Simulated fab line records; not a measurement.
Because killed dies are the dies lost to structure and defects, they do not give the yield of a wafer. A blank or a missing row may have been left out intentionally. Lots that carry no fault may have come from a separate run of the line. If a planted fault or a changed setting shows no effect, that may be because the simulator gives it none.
Matching of chambers    flow gf180mcu    rie_diel-04 running GF_SAB_ETCH_11: 4 sister chambers
The step etches SiO2 in C4F8/O2/Ar, target depth 55 nm, time 8.5 s. 8 wafers are shown with their chamber, then 9 later ones without.

## EACH WAFER AND ITS CHAMBER
wafer   chamber  oes_product_au (a.u.)
L080.4  1        0.981
L083.1  2        0.990
L083.5  3        1.013
L089.5  0        0.987
L089.6  3        1.007
L090.3  2        1.003
L090.5  1        0.982
L090.6  0        0.981

## WAFERS MISSING THEIR CHAMBER
wafer   oes_product_au (a.u.)
L093.1  0.994
L093.3  1.007
L093.4  0.971
L094.3  1.004
L094.4  0.995
L094.5  0.982
L095.1  0.968
L095.5  0.987
L095.6  0.998

## WHICH CHAMBER EACH WENT THROUGH
wafer   from the rows above           in truth
L093.1  can't be placed: 2 or 0 or 1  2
L093.3  can't be placed: 3 or 2       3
L093.4  can't be placed: 1 or 0       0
L094.3  can't be placed: 3 or 2       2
L094.4  can't be placed: 2 or 0       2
L094.5  can't be placed: 1 or 0       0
L095.1  can't be placed: 1 or 0       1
L095.5  can't be placed: 0 or 1 or 2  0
L095.6  can't be placed: 2 or 3       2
Correctly placed: 0 of 9. Not placeable from these rows: 9 (in 9, the candidates include the true chamber). Number placed wrongly: 0.
How it was worked out, from the rows above alone: a wafer's distance from a chamber is the root of the sum, over the readings, of the square of ((its reading less the chamber's mean) divided by the reading's scatter). If the next closest chamber is less than 2 further off than the closest, the wafer can't be placed; otherwise it belongs to the closest. The mean given for a chamber averages the wafers shown for that chamber. The scatter: the root of (the sum of the squares of (reading less its chamber's mean) over the shown wafers, divided by (wafers less chambers)).
